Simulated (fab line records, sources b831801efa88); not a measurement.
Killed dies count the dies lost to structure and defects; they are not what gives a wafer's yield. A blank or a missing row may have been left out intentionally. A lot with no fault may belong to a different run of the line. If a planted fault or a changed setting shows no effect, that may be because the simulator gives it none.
The same fault as seen by 2 desks + flow gf180mcu + each desk holds nothing but its own numbers, with what lay behind them at the end

FROM THE METROLOGY DESK
What the gauges read for every lot (on any tool): the sampled wafers with a number, averaged. Any lot whose mean is over 4 standard deviations away from the usual mean is out of limits and marked OUT; that distance is given in the brackets.
Columns: A = V2_OVL at GF_V2_OVL_MEAS_15, usual -2 nm; B = V2_W_RS at GF_V2_RS_MEAS_24, usual 0.3259 ohm/sq; C = V2_W_THK at GF_V2_THK_MEAS_25, usual 346 nm; D = M3_ALCU_THK at GF_M3_THK_MEAS_06, usual 440 nm
| lot  | first seen here | A  | B                | C              | D   |
|------|-----------------|----|------------------|----------------|-----|
| L879 | day 20 16:17    | 1  | 0.3315           | 339            | 437 |
| L881 | day 21 17:03    | 6  | 0.3295           | 342            | 436 |
| L880 | day 21 17:42    | 1  | 0.3258           | 345            | 440 |
| L882 | day 21 19:58    | 0  | 0.3245           | 348            | 446 |
| L883 | day 22 13:28    | -4 | 0.3273           | 344            | 436 |
| L886 | day 23 06:52    | -7 | 0.3688 (+14) OUT | 309 (-9.3) OUT | 436 |
| L892 | day 25 09:17    | -5 | 0.3240           | 348            | 436 |
| L893 | day 25 11:23    | 3  | 0.3279           | 341            | 445 |
| L895 | day 26 03:49    | -2 | 0.3287           | 347            | 444 |
| L899 | day 27 11:36    | 2  | 0.3295           | 343            | 444 |
| L900 | day 27 16:27    | 1  | 0.3226           | 345            | 436 |
| L901 | day 27 23:16    | -7 | 0.3252           | 348            | 442 |
Per this desk, out of limits: L886; the first was L886, day 23 07:57 (V2_W_RS at GF_V2_RS_MEAS_24). L879, L881, L880, L882, L883, L892, L893, L895, L899, L900, L901: within limits.

DESK OF THE TOOL OWNER: cvd_w-02
The tool's own readings at GF_V2_CVD_23 (deposits W, target thk 350 nm, time 104.94 s): means of the sampled wafers that have a number, for each lot that ran on this tool. Any lot whose mean is over 4 standard deviations away from the usual mean is out of limits and marked OUT; that distance is given in the brackets.
Columns: A = heater_power_w at GF_V2_CVD_23, usual 828 W; B = susceptor_temp_C at GF_V2_CVD_23, usual 400.05 C
| lot  | first seen here | A   | B                |
|------|-----------------|-----|------------------|
| L880 | day 21 18:29    | 850 | 400.02           |
| L882 | day 21 20:47    | 809 | 400.05           |
| L886 | day 23 07:46    | 860 | 393.30 (-31) OUT |
| L900 | day 27 17:17    | 804 | 399.87           |
This desk's finding: out of limits on L886; first on L886, day 23 07:46 (susceptor_temp_C at GF_V2_CVD_23). L880, L882, L900: within limits.

BROUGHT TOGETHER
At day 23 07:46, on L886, the tool owner's desk was in a position to raise an alarm.
An alarm was possible from the metrology desk at day 23 07:57, on L886.
All the named lots went through GF_V2_CVD_23 on cvd_w-02.

WHAT HAD BEEN PUT IN BY THE SIMULATOR
cvd_w-02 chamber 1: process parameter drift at GF_V2_CVD_23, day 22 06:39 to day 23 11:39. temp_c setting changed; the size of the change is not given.
Lots struck among those shown: L886.
Hours from the fault's start to each desk's first reading out of limits: the tool owner's desk, 25; the metrology desk, 25.
